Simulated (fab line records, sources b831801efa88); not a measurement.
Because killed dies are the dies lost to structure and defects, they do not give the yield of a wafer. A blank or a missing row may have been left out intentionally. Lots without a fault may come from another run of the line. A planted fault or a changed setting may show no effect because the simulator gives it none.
Struck lot and sound lot, side by side | flow sky130 | 18 out of 708 route steps
Sound: the wafers L283.3, L283.4, L283.5. The struck wafers were L287.1, L287.2, L287.5. Last of all comes the cause.
For every step that has rows: the tool of each side, followed by ch and its chambers, followed by its first start. Under that, the readings that differ: sound wafers | struck wafers | difference of the means | sigmas: that difference in standard deviations of wafers without a fault.
alike: a reading whose means differ by less than 2 such deviations, as well as words and numbers matching on both sides. not compared: withheld readings; readings where some wafer has no value; bounds like >300 that might hide an equal value; numbers whose values overlap and for which the record gives no deviation.
A row with sigmas, a row that says differs or no value, or rows on one side alone: a step with any of these is where the two part. When numbers do not overlap yet have no deviation, they are printed without sigmas and do not part them. A reading missing from all wafers of one side parts the sides only when that side holds two or more wafers.

first, 1 step without rows for these wafers: SKY_VT_ADJUST_NCORE_DEVELOP_06 (develop time 60 s).
SKY_VT_ADJUST_NCORE_CD_MEAS_07 targets a cd of 380 nm.
  sound: cd_sem-01 at day 8 12:56; struck: cd_sem-02 at day 9 17:08
  alike: cd_nm
SKY_VT_ADJUST_NCORE_OVL_MEAS_08:
  sound: overlay-01 at day 8 13:01; struck: overlay-02 at day 9 17:16
  alike: VT_ADJUST_NCORE_OVL
then, 1 step without rows for these wafers: SKY_VT_ADJUST_NCORE_IMPLANT_09.
SKY_VT_ADJUST_NCORE_STRIP_10: strips in O2/N2.
  sound on plasma_asher-04 ch 0,1, day 8 13:14; struck on plasma_asher-01 ch 0,1, day 9 17:27
  alike: drypump_motor_current_A, o2_flow_sccm, oes_product_au, strip_time_to_endpoint_s
  not compared: rf_hours_counter_h
SKY_VT_ADJUST_NCORE_TW_MEAS_11:
  sound: film_metro-01 at day 8 13:19; struck: film_metro-03 at day 9 17:33
  alike: VT_ADJUST_NCORE_TW
then, 6 steps without rows for these wafers: SKY_VT_ADJUST_HVTR_DEHYDRATE_00 (time 60 s); SKY_VT_ADJUST_HVTR_HMDS_01 (prime time 60 s); SKY_VT_ADJUST_HVTR_COAT_02 (resist thk 1140 nm); SKY_VT_ADJUST_HVTR_SOFTBAKE_03 (time 60 s); SKY_VT_ADJUST_HVTR_EXPOSE_04 (exposes mask HVTRM, target cd 380 nm); SKY_VT_ADJUST_HVTR_PEB_05.
SKY_VT_ADJUST_HVTR_DEVELOP_06: develop time 60 s.
  sound on litho_track-04 ch 0, day 9 09:52; struck on litho_track-04 ch 0, day 10 15:07
SKY_VT_ADJUST_HVTR_OVL_MEAS_08:
  sound: overlay-01 at day 9 10:05; struck: overlay-01 at day 10 15:23
  alike: VT_ADJUST_HVTR_OVL
then, 1 step without rows for these wafers: SKY_VT_ADJUST_HVTR_IMPLANT_09.
SKY_VT_ADJUST_HVTR_STRIP_10: strips in O2/N2.
  sound on plasma_asher-04 ch 0,1, day 9 10:18; struck on plasma_asher-03 ch 0,1, day 10 15:34
  alike: drypump_motor_current_A, o2_flow_sccm, oes_product_au, strip_time_to_endpoint_s
  not compared: rf_hours_counter_h
SKY_VT_ADJUST_HVTR_TW_MEAS_11:
  sound: film_metro-02 at day 9 10:23; struck: film_metro-04 at day 10 15:40
  reading           | sound             | struck         | difference | sigmas
  VT_ADJUST_HVTR_TW | 206.6 207.3 206.0 | 29.8 30.1 29.9 | -176.7     | -93
then, 1 step without rows for these wafers: SKY_VT_ADJUST_PCH_DEHYDRATE_00 (time 60 s).

== WHERE THEY PART ==
Within this record, at SKY_VT_ADJUST_HVTR_TW_MEAS_11 only.

WHY: whatever the simulator had introduced
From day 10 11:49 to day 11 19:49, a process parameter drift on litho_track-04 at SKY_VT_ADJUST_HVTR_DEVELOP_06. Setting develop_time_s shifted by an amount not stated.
